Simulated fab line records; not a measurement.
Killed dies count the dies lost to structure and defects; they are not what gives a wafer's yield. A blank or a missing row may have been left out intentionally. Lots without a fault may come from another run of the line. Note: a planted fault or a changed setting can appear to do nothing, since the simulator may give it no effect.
The tool behind it: which one? | flow sky130 | Sampling: 11 lots, 33 wafers, 2 of 708 route steps

## WHAT THE GAUGES READ, wafer by wafer
SKY_VIA4_THK_MEAS_20: measures by xrf. Usual: VIA4_W_THK 501 nm, standard deviation 5.5.
lot  | measured     | on            | VIA4_W_THK (nm) | flag
L817 | day 42 20:55 | film-metro-03 | 501 499 502     |
L818 | day 43 07:29 | film-metro-01 | 505 508 500     |
L819 | day 43 14:47 | film-metro-02 | 501 506 501     |
L822 | day 44 08:14 | film-metro-03 | 505 500 493     |
L820 | day 44 08:58 | film-metro-01 | 507 508 504     |
L823 | day 44 20:52 | film-metro-02 | 501 504 500     |
L830 | day 46 13:46 | film-metro-02 | 495 498 488     |
L831 | day 46 16:40 | film-metro-02 | 499 502 496     |
L835 | day 47 12:35 | film-metro-01 | 494 494 500     |
L834 | day 47 14:56 | film-metro-03 | 502 509 506     |
L838 | day 48 14:13 | film-metro-03 | 500 497 494     |

## WHAT TOOL EACH LOT RAN ON (gives the tool, then ch and the chambers of the sampled wafers, and finally the start)
lot  | SKY_CAP2M_METAL_ETCH_13
L817 | rie-metal-04 ch 0,1, day 40 17:40
L818 | rie-metal-03 ch 0,1, day 41 05:31
L819 | rie-metal-03 ch 0, day 41 12:25
L822 | rie-metal-03 ch 0,1, day 42 07:28
L820 | rie-metal-02 ch 1, day 42 08:01
L823 | rie-metal-02 ch 0,1, day 42 20:13
L830 | rie-metal-02 ch 0,1, day 44 15:25
L831 | rie-metal-03 ch 0,1, day 44 18:37
L835 | rie-metal-03 ch 0, day 45 15:37
L834 | rie-metal-04 ch 0,1, day 45 17:58
L838 | rie-metal-04 ch 0,1, day 46 18:43
- SKY_CAP2M_METAL_ETCH_13: etches TiN in Cl2/BCl3, stops on SiO2, target depth 220 nm, time 62.9 s.

## WHAT THE TOOLS THEMSELVES READ (means of the sampled wafers that have a number; where no wafer has one, the mark that the record gives instead)
SKY_CAP2M_METAL_ETCH_13. Usual: bias-w 48.49 W, standard deviation 0.16; drypump-motor-current-A 5.3 A, standard deviation 0.39; oes-product-au 0.942 a.u., standard deviation 0.0076; throttle-valve-pct 21.902 %, standard deviation 0.01.
lot  | tool         | bias-w (W) | drypump-motor-current-A (A) | oes-product-au (a.u.) | throttle-valve-pct (%) | flag
L817 | rie-metal-04 | 48.56      | 4.8                         | 0.947                 | 21.899                 |
L818 | rie-metal-03 | 48.43      | 5.5                         | 0.944                 | 21.896                 |
L819 | rie-metal-03 | 48.40      | 5.4                         | 0.927                 | 21.905                 |
L822 | rie-metal-03 | 48.60      | 5.6                         | 0.944                 | 21.892                 |
L820 | rie-metal-02 | 48.63      | 5.9                         | 0.933                 | 21.906                 |
L823 | rie-metal-02 | 48.55      | 5.7                         | 0.939                 | 21.906                 |
L830 | rie-metal-02 | 48.47      | 5.7                         | 0.946                 | 21.899                 |
L831 | rie-metal-03 | 48.61      | 5.5                         | 0.943                 | 21.918                 |
L835 | rie-metal-03 | 48.38      | 5.4                         | 0.952                 | 21.896                 |
L834 | rie-metal-04 | 48.38      | 4.8                         | 0.938                 | 21.909                 |
L838 | rie-metal-04 | 48.60      | 4.9                         | 0.958                 | 21.889                 |

## THE ANSWER, worked out from the rows above alone
Rule: a lot counts as off when the mean over its wafers that have a number is more than 3 standard deviations away from the usual mean. A lot without any number at a reading at which 4 lots or more have one is off too. All remaining lots with rows at the step are treated as sound. After the gauges, taken in route order, come the tools' own readings; for these a lot's mean is taken, as printed above. The first step at which some lot is off is used, and at that step the reading that is off furthest; a lot without a number counts as furthest.
No lot is off at any reading shown: from this, nothing can be told.

## WHAT THE SIMULATOR PUT IN
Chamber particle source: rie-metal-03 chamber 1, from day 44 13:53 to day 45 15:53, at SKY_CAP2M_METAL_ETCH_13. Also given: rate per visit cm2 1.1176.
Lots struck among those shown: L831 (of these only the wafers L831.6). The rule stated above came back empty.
